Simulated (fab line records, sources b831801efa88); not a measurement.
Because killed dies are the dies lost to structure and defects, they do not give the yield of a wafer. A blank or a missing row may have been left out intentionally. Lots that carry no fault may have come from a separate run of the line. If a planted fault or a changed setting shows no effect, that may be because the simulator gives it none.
Chamber matching || flow sky130 || SKY_CONTACT_CMP_27 on cmp-01: 4 sister chambers
The step polishes, stops on SiO2, t overpolish 15 s, target thk 0 nm. 8 wafers are shown with their chamber, then 9 later ones without.

WAFERS PAIRED WITH THEIR CHAMBERS
{"wafer": "L140.6", "chamber": 1, "time-to-endpoint-s (s)": 88, "motor-current-A (A)": 11.1}
{"wafer": "L143.1", "chamber": 2, "time-to-endpoint-s (s)": 84, "motor-current-A (A)": 12.1}
{"wafer": "L146.1", "chamber": 1, "time-to-endpoint-s (s)": 89, "motor-current-A (A)": 10.2}
{"wafer": "L146.3", "chamber": 0, "time-to-endpoint-s (s)": 87, "motor-current-A (A)": 11.0}
{"wafer": "L146.5", "chamber": 3, "time-to-endpoint-s (s)": 82, "motor-current-A (A)": 11.2}
{"wafer": "L151.1", "chamber": 2, "time-to-endpoint-s (s)": 87, "motor-current-A (A)": 12.3}
{"wafer": "L151.3", "chamber": 3, "time-to-endpoint-s (s)": 84, "motor-current-A (A)": 11.6}
{"wafer": "L151.6", "chamber": 0, "time-to-endpoint-s (s)": 84, "motor-current-A (A)": 11.1}

WAFERS WITH NO CHAMBER GIVEN
{"wafer": "L155.1", "time-to-endpoint-s (s)": 84, "motor-current-A (A)": 13.1}
{"wafer": "L155.2", "time-to-endpoint-s (s)": 87, "motor-current-A (A)": 10.3}
{"wafer": "L155.5", "time-to-endpoint-s (s)": 79, "motor-current-A (A)": 10.9}
{"wafer": "L158.2", "time-to-endpoint-s (s)": 86, "motor-current-A (A)": 12.2}
{"wafer": "L158.3", "time-to-endpoint-s (s)": 79, "motor-current-A (A)": 10.8}
{"wafer": "L158.6", "time-to-endpoint-s (s)": 83, "motor-current-A (A)": 10.9}
{"wafer": "L160.2", "time-to-endpoint-s (s)": 81, "motor-current-A (A)": 12.7}
{"wafer": "L160.3", "time-to-endpoint-s (s)": 82, "motor-current-A (A)": 10.8}
{"wafer": "L160.4", "time-to-endpoint-s (s)": 78, "motor-current-A (A)": 10.8}

EACH ONE'S CHAMBER
{"wafer": "L155.1", "from the rows above": 2, "in truth": 2}
{"wafer": "L155.2", "from the rows above": "can't be placed: 1 or 0", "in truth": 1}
{"wafer": "L155.5", "from the rows above": "can't be placed: 3 or 0", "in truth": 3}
{"wafer": "L158.2", "from the rows above": 2, "in truth": 2}
{"wafer": "L158.3", "from the rows above": "can't be placed: 3 or 0", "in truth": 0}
{"wafer": "L158.6", "from the rows above": "can't be placed: 3 or 0 or 1", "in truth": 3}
{"wafer": "L160.2", "from the rows above": "can't be placed: 2 or 3", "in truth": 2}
{"wafer": "L160.3", "from the rows above": "can't be placed: 3 or 0", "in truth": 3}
{"wafer": "L160.4", "from the rows above": "can't be placed: 3 or 0", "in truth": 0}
2 of 9 placed correctly. From these rows, 7 cannot be placed; in 7 the true chamber is one of the candidates. 0 placed wrongly.
How it was worked out, from the rows above alone: a wafer's distance from a chamber is the root of the sum, over the readings, of the square of ((its reading less the chamber's mean) divided by the reading's scatter). If the next closest chamber is less than 2 further off than the closest, the wafer can't be placed; otherwise it belongs to the closest. The mean given for a chamber averages the wafers shown for that chamber. The scatter: take each reading less its chamber's mean, square it, sum over the shown wafers, divide by the number of wafers less the number of chambers, and take the root.
